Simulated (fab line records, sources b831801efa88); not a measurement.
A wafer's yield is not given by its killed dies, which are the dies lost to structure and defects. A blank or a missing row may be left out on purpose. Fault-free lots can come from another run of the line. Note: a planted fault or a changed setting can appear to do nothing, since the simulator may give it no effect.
fab line records	flow sky130	part 1 of 2: steps 1 to 41 of 42
record: lots: 6	wafers: 18	lastDay: 50
route steps=708 shown RES_XHIGH@339 SD_N@342 SD_P@359 SALICIDE@361 LI_CONTACT@362 PAD_OPEN@708
lots that met no fault: from a run of the same line without faults
startH: the number of hours between the record's first day and the start of the first shown wafer of the lot	waitH: hours elapsed since this lot's preceding step	" as in the row above	L1.1+2: one row covering several wafers at once	- no value present, or no start provided	* or withheld: withheld	< > ~ a bound
route shown NAME@n: a module of which the file shows steps, and the number in the route of the first	usual: the fault-free wafers' mean and standard deviation	same: alike in all rows	chamber/n: place in a boat	sites: each site's reading	_std_site: the values' standard deviation	_edge_site: outer sites' mean less inner sites'	radiusMm: how far each site lies from the wafer's centre	mask NAME#n: copy n	behind: the tool/chamber that last shaped the wafer	hold: what put the lot on hold/how long, in hours/how the hold closed	device: the transistor (n, p or np) that didn't switch	end of line: at the end of the route, the tests of the same wafers	a step without rows: its recipe alone	killed: not the wafer's yield, but the dies lost to structure and defects at the first sort	map: shows each die of a wafer: x if killed, . if not, _ if none is there
set.NAME: the setting the step ran with; set.NAME@STEP: the setting that earlier step ran with	model.NAME: the simulator's own value behind a step, which no gauge read
a table for each step, a row for each wafer; lots at some steps of the route
services: a tool's chamber out of use, with start hour (startH, from the record's first day; less than 0 if before it), hours out, and reason
== steps ==
step: SKY_RES_XHIGH_IMPLANT_07
recipe: species: BF2	energyKev: 20	doseCm2: 3.6e+14	tiltDeg: 0
step: SKY_RES_XHIGH_STRIP_08
recipe: chemistry: O2/N2	powerW: 1400	pressureMtorr: 1500	platenTempC: withheld	o2FlowSccm: 3000	n2FlowSccm: 300	overashFraction: 0.5
usual: drypumpMotorCurrentA: 5.6/0.59	oesProductAu: 0.710/0.0046	stripTimeToEndpointS: 14.29/0.038
lot.wafer	tool	chamber	startH	waitH	drypumpMotorCurrentA	oesProductAu	rfHoursCounterH	stripTimeToEndpointS
L347.2	plasmaAsher-03	1	662.00	0.1	5.1	0.710	83	14.22
L347.4	"	1	"	"	5.1	0.717	-	14.21
L347.5	"	1	"	"	5.1	0.716	-	14.23
L348.1	plasmaAsher-01	1	669.40	0.1	5.4	0.707	58	14.31
L348.2	"	0	"	"	6.6	0.711	58	14.29
L348.5	"	1	"	"	5.5	0.714	-	14.23
L349.2	plasmaAsher-01	1	679.13	0.1	5.5	0.711	58	14.34
L349.4	"	1	"	"	5.4	0.712	-	14.32
L349.5	"	1	"	"	5.4	0.710	-	14.32
L351.1	plasmaAsher-03	0	697.56	0.1	6.1	0.704	86	14.31
L351.2	"	1	"	"	5.1	0.711	86	14.20
L351.3	"	1	"	"	5.1	0.706	-	14.25
L359.4	plasmaAsher-03	0	793.26	0.1	6.1	0.718	-	14.35
L359.5	"	1	"	"	5.1	0.715	-	14.30
L359.6	"	0	"	"	6.1	0.719	-	14.27
L360.1	plasmaAsher-03	0	794.98	0.1	6.1	0.713	95	14.36
L360.4	"	0	"	"	6.1	0.714	-	14.36
L360.6	"	0	"	"	6.1	0.718	-	14.29
step: SKY_RES_XHIGH_TW_MEAS_09
usual: RES_XHIGH_TW: 1635/18
lot.wafer	tool	chamber	startH	waitH	RES_XHIGH_TW
L347.2	filmMetro-02	-	662.11	0.1	1637
L347.4	"	-	"	"	1642
L347.5	"	-	"	"	1640
L348.1	filmMetro-03	-	669.50	0.1	1656
L348.2	"	-	"	"	1658
L348.5	"	-	"	"	1648
L349.2	filmMetro-02	-	679.24	0.1	1645
L349.4	"	-	"	"	1645
L349.5	"	-	"	"	1641
L351.1	filmMetro-04	-	697.66	0.1	1625
L351.2	"	-	"	"	1621
L351.3	"	-	"	"	1622
L359.4	filmMetro-04	-	793.36	0.1	1613
L359.5	"	-	"	"	1614
L359.6	"	-	"	"	1622
L360.1	filmMetro-04	-	795.08	0.1	1620
L360.4	"	-	"	"	1632
L360.6	"	-	"	"	1614
step: SKY_SD_N_DEHYDRATE_00
recipe: tempC: 200	timeS: 60
step: SKY_SD_N_HMDS_01
recipe: primeTimeS: 60	primeTempC: 120
step: SKY_SD_N_COAT_02
recipe: resist: NOVOLAK	spinRpm: 3000	resistThkNm: 1140
step: SKY_SD_N_SOFTBAKE_03
recipe: tempC: 90	timeS: 60	resist: NOVOLAK
step: SKY_SD_N_EXPOSE_04
recipe: maskId: NSDM	na: 0.6	sourceShape: conventional	sigmaOuter: 0.6	polarization: unpolarized	targetCdNm: 380	doseMj: 141
step: SKY_SD_N_PEB_05
recipe: tempC: withheld	timeS: *	resist: NOVOLAK
step: SKY_SD_N_DEVELOP_06
recipe: resist: NOVOLAK	developer: TMAH	developTimeS: 60	devTempC: 23
step: SKY_SD_N_CD_MEAS_07
recipe: targetCdNm: 380
usual: cdNm: 377.8/2.4
lot.wafer	tool	chamber	startH	waitH	cdNm
L347.2	cdSem-01	-	690.99	0.1	379.8
L347.4	"	-	"	"	378.7
L347.5	"	-	"	"	378.8
L348.1	cdSem-01	-	698.60	0.1	376.9
L348.2	"	-	"	"	376.4
L348.5	"	-	"	"	374.7
L349.2	cdSem-01	-	707.74	0.1	375.3
L349.4	"	-	"	"	378.6
L349.5	"	-	"	"	377.0
L351.1	cdSem-02	-	724.26	0.1	379.8
L351.2	"	-	"	"	377.0
L351.3	"	-	"	"	379.9
L359.4	cdSem-02	-	819.19	0.1	376.8
L359.5	"	-	"	"	377.5
L359.6	"	-	"	"	377.2
L360.1	cdSem-02	-	821.40	0.1	382.4
L360.4	"	-	"	"	378.0
L360.6	"	-	"	"	379.0
step: SKY_SD_N_OVL_MEAS_08
usual: SD_N_OVL: -0.6/1.7
lot.wafer	tool	chamber	startH	waitH	SD_N_OVL[nm]
L347.2	overlay-02	-	691.10	0.1	-2.2
L347.4	"	-	"	"	0.7
L347.5	"	-	"	"	1.0
L348.1	overlay-02	-	698.72	0.1	-3.0
L348.2	"	-	"	"	-1.0
L348.5	"	-	"	"	-2.5
L349.2	overlay-02	-	707.85	0.1	-0.9
L349.4	"	-	"	"	-1.5
L349.5	"	-	"	"	-0.1
L351.1	overlay-01	-	724.38	0.1	-1.2
L351.2	"	-	"	"	-2.2
L351.3	"	-	"	"	0.7
L359.4	overlay-02	-	819.26	0.1	-1.2
L359.5	"	-	"	"	0.3
L359.6	"	-	"	"	-0.5
L360.1	overlay-01	-	821.52	0.1	-0.2
L360.4	"	-	"	"	-1.9
L360.6	"	-	"	"	-1.7
step: SKY_SD_N_IMPLANT_09
recipe: species: As	energyKev: 50	doseCm2: 4e+15	tiltDeg: 0
lot.wafer	tool	chamber	startH	waitH
L347.2+4+5	implanter-01	0	691.15	0.0
L348.1+2+5	implanter-01	0	698.75	0.0
L349.2+4+5	implanter-01	0	707.90	0.0
L351.1+2+3	implanter-03	0	724.42	0.0
L359.4+5+6	implanter-03	0	819.36	0.1
L360.1+4+6	implanter-03	0	821.55	0.0
step: SKY_SD_N_IMPLANT_10
recipe: species: P	energyKev: 20	doseCm2: 1e+14	tiltDeg: 0
step: SKY_SD_N_STRIP_11
recipe: chemistry: O2/N2	powerW: 1400	pressureMtorr: 1500	platenTempC: withheld	o2FlowSccm: 3000	n2FlowSccm: 300	overashFraction: 0.5
usual: drypumpMotorCurrentA: 5.8/0.55	oesProductAu: 0.527/0.005	stripTimeToEndpointS: 22.57/0.047
lot.wafer	tool	chamber	startH	waitH	drypumpMotorCurrentA	oesProductAu	rfHoursCounterH	stripTimeToEndpointS
L347.2	plasmaAsher-02	0	691.43	0.1	4.9	0.522	21	22.62
L347.4	"	1	"	"	5.5	0.529	-	22.57
L347.5	"	0	"	"	4.9	0.528	-	22.60
L348.1	plasmaAsher-04	0	699.05	0.1	5.8	0.519	103	22.56
L348.2	"	1	"	"	6.1	0.533	103	22.59
L348.5	"	0	"	"	5.7	0.525	-	22.57
L349.2	plasmaAsher-02	1	708.18	0.1	5.6	0.532	23	22.61
L349.4	"	1	"	"	5.6	0.517	-	22.59
L349.5	"	0	"	"	4.9	0.524	-	22.56
L351.1	plasmaAsher-02	1	724.72	0.1	5.5	0.523	25	22.61
L351.2	"	0	"	"	4.9	0.529	25	22.59
L351.3	"	1	"	"	5.6	0.525	-	22.59
L359.4	plasmaAsher-04	0	819.62	0.1	5.8	0.520	-	22.64
L359.5	"	1	"	"	6.1	0.531	-	22.64
L359.6	"	0	"	"	5.8	0.529	-	22.59
L360.1	plasmaAsher-04	0	821.85	0.1	5.8	0.528	8	22.51
L360.4	"	1	"	"	6.1	0.526	-	22.55
L360.6	"	0	"	"	5.7	0.530	-	22.58
step: SKY_SD_N_TW_MEAS_12
usual: SD_N_TW: 3978/43
lot.wafer	tool	chamber	startH	waitH	SD_N_TW
L347.2	filmMetro-03	-	691.54	0.1	4025
L347.4	"	-	"	"	4014
L347.5	"	-	"	"	4011
L348.1	filmMetro-04	-	699.15	0.1	3944
L348.2	"	-	"	"	3923
L348.5	"	-	"	"	3929
L349.2	filmMetro-04	-	708.29	0.1	3926
L349.4	"	-	"	"	3941
L349.5	"	-	"	"	3971
L351.1	filmMetro-04	-	724.82	0.1	3920
L351.2	"	-	"	"	3925
L351.3	"	-	"	"	3916
L359.4	filmMetro-04	-	819.71	0.1	3921
L359.5	"	-	"	"	3925
L359.6	"	-	"	"	3937
L360.1	filmMetro-03	-	821.95	0.1	4020
L360.4	"	-	"	"	3990
L360.6	"	-	"	"	4017
step: SKY_SD_N_CLEAN_13
recipe: chemistry: SC1/SC2	mix: 1:4:20	tempC: 70	timeS: 150	dry: n2Spin
step: SKY_SD_N_RTA_14
recipe: tempC: 1075	timeS: 2	idleTempC: 650	rampUpCPerS: 150	rampDownCPerS: 90	ambient: N2
usual: lampPowerPct: 15.74/0.054	wafer_temp_C_max: 1078.1/1.4
lot.wafer	tool	chamber	startH	waitH	lampPowerPct	wafer_temp_C_max
L347.2	rtpAnneal-02	0	691.65	0.0	15.76	1078.5
L347.4	"	0	"	"	15.69	1076.6
L347.5	"	0	"	"	15.75	1078.2
L348.1	rtpAnneal-01	0	699.27	0.0	15.73	1076.9
L348.2	"	0	"	"	15.70	1077.9
L348.5	"	0	"	"	15.68	1078.8
L349.2	rtpAnneal-02	0	708.40	0.0	15.78	1077.8
L349.4	"	0	"	"	15.77	1076.3
L349.5	"	0	"	"	15.74	1077.4
L351.1	rtpAnneal-02	0	724.93	0.0	15.64	1079.6
L351.2	"	0	"	"	15.64	1077.2
L351.3	"	0	"	"	15.71	1078.2
L359.4	rtpAnneal-02	0	819.82	0.0	15.72	1079.1
L359.5	"	0	"	"	15.84	1077.6
L359.6	"	0	"	"	15.75	1078.6
L360.1	rtpAnneal-02	0	822.06	0.0	15.73	1077.4
L360.4	"	0	"	"	15.75	1079.5
L360.6	"	0	"	"	15.77	1077.2
step: SKY_SD_N_RS_MEAS_16
recipe: thkMeasGauge: four-point-probe
usual: SD_N_RS: 68.60/0.12
lot.wafer	tool	chamber	startH	waitH	SD_N_RS[ohm/sq]
L347.2	filmMetro-02	-	691.84	0.1	68.47
L347.4	"	-	"	"	68.52
L347.5	"	-	"	"	68.50
L348.1	filmMetro-03	-	699.44	0.1	68.55
L348.2	"	-	"	"	68.63
L348.5	"	-	"	"	68.63
L349.2	filmMetro-02	-	708.58	0.1	68.44
L349.4	"	-	"	"	68.46
L349.5	"	-	"	"	68.51
L351.1	filmMetro-03	-	725.10	0.1	68.69
L351.2	"	-	"	"	68.71
L351.3	"	-	"	"	68.57
L359.4	filmMetro-02	-	820.03	0.1	68.28
L359.5	"	-	"	"	68.46
L359.6	"	-	"	"	68.44
L360.1	filmMetro-02	-	822.24	0.1	68.48
L360.4	"	-	"	"	68.67
L360.6	"	-	"	"	68.58
step: SKY_SD_N_RS_MEAS_17
recipe: thkMeasGauge: four-point-probe
usual: SD_P_RS: 147.2/0.42
lot.wafer	tool	chamber	startH	waitH	SD_P_RS[ohm/sq]
L347.2	filmMetro-02	-	691.96	0.1	147.1
L347.4	"	-	"	"	147.2
L347.5	"	-	"	"	147.8
L348.1	filmMetro-03	-	699.56	0.1	146.6
L348.2	"	-	"	"	146.7
L348.5	"	-	"	"	147.1
L349.2	filmMetro-02	-	708.70	0.1	146.5
L349.4	"	-	"	"	146.4
L349.5	"	-	"	"	146.8
L351.1	filmMetro-03	-	725.22	0.1	147.8
L351.2	"	-	"	"	147.2
L351.3	"	-	"	"	147.2
L359.4	filmMetro-02	-	820.15	0.1	146.3
L359.5	"	-	"	"	146.2
L359.6	"	-	"	"	146.7
L360.1	filmMetro-02	-	822.36	0.1	147.6
L360.4	"	-	"	"	147.4
L360.6	"	-	"	"	146.6
step: SKY_SD_N_RS_MEAS_18
recipe: thkMeasGauge: four-point-probe
usual: RES_XHIGH_RS: 333.7/1.2
lot.wafer	tool	chamber	startH	waitH	RES_XHIGH_RS[ohm/sq]
L347.2	filmMetro-02	-	692.08	0.1	335.1
L347.4	"	-	"	"	334.2
L347.5	"	-	"	"	334.8
L348.1	filmMetro-03	-	699.68	0.1	334.8
L348.2	"	-	"	"	335.3
L348.5	"	-	"	"	335.3
L349.2	filmMetro-02	-	708.82	0.1	331.7
L349.4	"	-	"	"	332.0
L349.5	"	-	"	"	331.4
L351.1	filmMetro-03	-	725.34	0.1	332.1
L351.2	"	-	"	"	333.9
L351.3	"	-	"	"	333.0
L359.4	filmMetro-02	-	820.27	0.1	334.8
L359.5	"	-	"	"	335.0
L359.6	"	-	"	"	334.9
L360.1	filmMetro-02	-	822.48	0.1	332.6
L360.4	"	-	"	"	331.2
L360.6	"	-	"	"	332.0
step: SKY_SALICIDE_CLEAN_00
recipe: chemistry: HF-last	timeS: 30	dilution: 100:1	dry: ipaMarangoni
step: SKY_LI_CONTACT_HDPCVD_00
recipe: material: PSG	targetThkNm: 930	sigmaOpenFrac: 0.3	timeS: 155	tempC: 600	sih4FlowSccm: 60	pressureMtorr: 6
step: SKY_LI_CONTACT_THK_MEAS_01
recipe: reads: PSG_of_LI_CONTACT_HDPCVD_00
usual: LI_CONTACT_HDPCVD_THK: 938/10
lot.wafer	tool	chamber	startH	waitH	LI_CONTACT_HDPCVD_THK[nm]
L347.2	filmMetro-02	-	692.31	0.1	927
L347.4	"	-	"	"	948
L347.5	"	-	"	"	932
L348.1	filmMetro-02	-	699.92	0.1	937
L348.2	"	-	"	"	935
L348.5	"	-	"	"	938
L349.2	filmMetro-02	-	709.05	0.1	935
L349.4	"	-	"	"	940
L349.5	"	-	"	"	929
L351.1	filmMetro-03	-	725.58	0.1	942
L351.2	"	-	"	"	921
L351.3	"	-	"	"	925
L359.4	filmMetro-04	-	820.48	0.0	931
L359.5	"	-	"	"	927
L359.6	"	-	"	"	921
L360.1	filmMetro-03	-	822.71	0.1	943
L360.4	"	-	"	"	935
L360.6	"	-	"	"	943
step: SKY_LI_CONTACT_CMP_02
recipe: material: PSG	downForcePsi: 4	platenRpm: 60	padVelocityMS: 0.94248
step: SKY_LI_CONTACT_BOW_MEAS_03
recipe: mode: bow
usual: LI_CONTACT_BOW: 57/6.5
lot.wafer	tool	chamber	startH	waitH	LI_CONTACT_BOW[um]
L347.2	filmMetro-02	-	692.68	0.2	51
L347.4	"	-	"	"	49
L347.5	"	-	"	"	54
L348.1	filmMetro-03	-	700.28	0.2	51
L348.2	"	-	"	"	54
L348.5	"	-	"	"	50
L349.2	filmMetro-03	-	709.42	0.1	66
L349.4	"	-	"	"	50
L349.5	"	-	"	"	63
L351.1	filmMetro-02	-	725.97	0.2	67
L351.2	"	-	"	"	50
L351.3	"	-	"	"	59
L359.4	filmMetro-02	-	820.87	0.3	57
L359.5	"	-	"	"	55
L359.6	"	-	"	"	62
L360.1	filmMetro-02	-	823.07	0.1	55
L360.4	"	-	"	"	59
L360.6	"	-	"	"	60
step: SKY_LI_CONTACT_DEHYDRATE_04
recipe: tempC: 200	timeS: 60
step: SKY_LI_CONTACT_HMDS_05
recipe: primeTimeS: 60	primeTempC: 120
step: SKY_LI_CONTACT_COAT_06
recipe: resist: BARC	tempC: withheld	timeS: withheld	spinRpm: 3000	resistThkNm: 58.96
step: SKY_LI_CONTACT_COAT_07
recipe: resist: KrF-thick	spinRpm: 3000	resistThkNm: 450
step: SKY_LI_CONTACT_SOFTBAKE_08
recipe: tempC: 100	timeS: 90	resist: KrF-thick
step: SKY_LI_CONTACT_EXPOSE_09
recipe: maskId: LICM1	na: 0.8	sourceShape: annular	sigmaInner: 0.55	sigmaOuter: 0.85	targetCdNm: 170	doseMj: 38
step: SKY_LI_CONTACT_PEB_10
recipe: pebTempC: withheld	pebTimeS: withheld	resist: KrF-thick
step: SKY_LI_CONTACT_DEVELOP_11
recipe: developTimeS: 60	resist: KrF-thick	devTempC: 21
step: SKY_LI_CONTACT_CD_MEAS_12
recipe: targetCdNm: 170
usual: cdNm: 170.1/1.2
lot.wafer	tool	chamber	startH	waitH	cdNm
L347.2	cdSem-01	-	720.98	-	170.3
L347.4	"	-	"	"	171.0
L347.5	"	-	"	"	168.8
L348.1	cdSem-02	-	728.28	-	171.1
L348.2	"	-	"	"	172.6
L348.5	"	-	"	"	171.1
L349.2	cdSem-01	-	737.14	-	171.9
L349.4	"	-	"	"	171.2
L349.5	"	-	"	"	170.3
L351.1	cdSem-02	-	753.77	-	170.1
L351.2	"	-	"	"	169.5
L351.3	"	-	"	"	169.7
L359.4	cdSem-01	-	846.94	-	168.8
L359.5	"	-	"	"	171.5
L359.6	"	-	"	"	171.3
L360.1	cdSem-02	-	849.58	-	169.1
L360.4	"	-	"	"	167.7
L360.6	"	-	"	"	170.2
step: SKY_LI_CONTACT_OVL_MEAS_13
usual: LI_CONTACT_OVL: -1/4.4
lot.wafer	tool	chamber	startH	waitH	LI_CONTACT_OVL[nm]
L347.2	overlay-02	-	721.09	0.1	-3
L347.4	"	-	"	"	-4
L347.5	"	-	"	"	2
L348.1	overlay-02	-	728.40	0.1	-3
L348.2	"	-	"	"	4
L348.5	"	-	"	"	2
L349.2	overlay-01	-	737.25	0.1	0
L349.4	"	-	"	"	-5
L349.5	"	-	"	"	0
L351.1	overlay-01	-	753.89	0.1	1
L351.2	"	-	"	"	1
L351.3	"	-	"	"	2
L359.4	overlay-02	-	847.02	0.1	-9
L359.5	"	-	"	"	3
L359.6	"	-	"	"	-6
L360.1	overlay-02	-	849.70	0.1	6
L360.4	"	-	"	"	6
L360.6	"	-	"	"	5
step: SKY_LI_CONTACT_ETCH_14
recipe: chemistry: N2/H2	target: BARC	ionEnergyEv: 200	sourceW: 500	biasW: 100	pressureMtorr: 30	n2FlowSccm: 100	h2FlowSccm: 200	stopOn: SiO2	timeS: 45.9	targetDepthA: 600
usual: drypumpMotorCurrentA: 6.0/0.45	oesProductAu: 0.846/0.0052	throttleValvePct: 13.224/0.0088
lot.wafer	tool	chamber	startH	waitH	drypumpMotorCurrentA	oesProductAu	rfHoursCounterH	throttleValvePct
L347.2	rieDiel-02	1	721.12	0.0	6.7	0.847	6	13.222
L347.4	"	1	"	"	6.7	0.855	-	13.213
L347.5	"	3	"	"	6.0	0.848	-	13.220
L348.1	rieDiel-04	1	728.43	0.0	5.8	0.845	10	13.214
L348.2	"	3	"	"	6.3	0.843	21	13.222
L348.5	"	2	"	"	5.6	0.848	-	13.212
L349.2	rieDiel-02	1	737.28	0.0	6.7	0.839	6	13.221
L349.4	"	0	"	"	5.5	0.846	1	13.227
L349.5	"	1	"	"	6.7	0.842	-	13.230
L351.1	rieDiel-04	2	753.93	0.0	5.6	0.851	1	13.224
L351.2	"	3	"	"	6.3	0.842	22	13.233
L351.3	"	1	"	"	5.8	0.852	11	13.213
L359.4	rieDiel-04	3	847.06	0.0	6.3	0.843	-	13.214
L359.5	"	0	"	"	5.1	0.857	-	13.223
L359.6	"	1	"	"	5.8	0.846	-	13.227
L360.1	rieDiel-04	0	849.73	0.0	5.1	0.844	16	13.203
L360.4	"	1	"	"	5.8	0.837	-	13.236
L360.6	"	3	"	"	6.3	0.848	-	13.217
step: SKY_LI_CONTACT_ETCH_15
recipe: target: PSG	chemistry: C4F8/O2/Ar	stopOn: Si	taperDeg: 4.15	maskMaterial: KrF-thick	sourceW: 1500	biasW: 1200	pressureMtorr: 40	c4f8FlowSccm: withheld	O2_flow_sccm: 6	Ar_flow_sccm: 300	timeS: withheld	targetDepthA: 6000
step: SKY_LI_CONTACT_STRIP_16
recipe: chemistry: O2/N2	powerW: 1400	pressureMtorr: 1500	platenTempC: withheld	o2FlowSccm: 3000	n2FlowSccm: 300	overashFraction: 0.5
usual: drypumpMotorCurrentA: 5.9/0.46	oesProductAu: 0.374/0.0045	stripTimeToEndpointS: 3.47/0.045
lot.wafer	tool	chamber	startH	waitH	drypumpMotorCurrentA	oesProductAu	rfHoursCounterH	stripTimeToEndpointS
L347.2	plasmaAsher-04	1	721.25	-	6.1	0.367	106	3.48
L347.4	"	0	"	"	5.8	0.373	-	3.48
L347.5	"	0	"	"	5.8	0.372	-	3.42
L348.1	plasmaAsher-01	0	728.56	-	6.6	0.376	63	3.40
L348.2	"	1	"	"	5.5	0.370	63	3.44
L348.5	"	1	"	"	5.4	0.365	-	3.45
L349.2	plasmaAsher-01	1	737.40	-	5.5	0.370	64	3.46
L349.4	"	1	"	"	5.5	0.376	-	3.39
L349.5	"	0	"	"	6.6	0.378	-	3.47
L351.1	plasmaAsher-04	0	754.05	-	5.7	0.377	1	3.46
L351.2	"	1	"	"	6.1	0.373	1	3.42
L351.3	"	0	"	"	5.8	0.372	-	3.42
L359.4	plasmaAsher-04	1	847.20	-	6.1	0.371	-	3.41
L359.5	"	1	"	"	6.1	0.375	-	3.49
L359.6	"	0	"	"	5.8	0.370	-	3.39
L360.1	plasmaAsher-04	1	849.86	-	6.1	0.376	11	3.52
L360.4	"	1	"	"	6.1	0.374	-	3.42
L360.6	"	0	"	"	5.7	0.370	-	3.43
step: SKY_LI_CONTACT_CLEAN_17
recipe: chemistry: NMP	timeS: 600	tempC: 60	dry: n2Spin
step: SKY_LI_CONTACT_PRE_CLEAN_18
recipe: gas: Ar	timeS: 5.6	biasV: 358
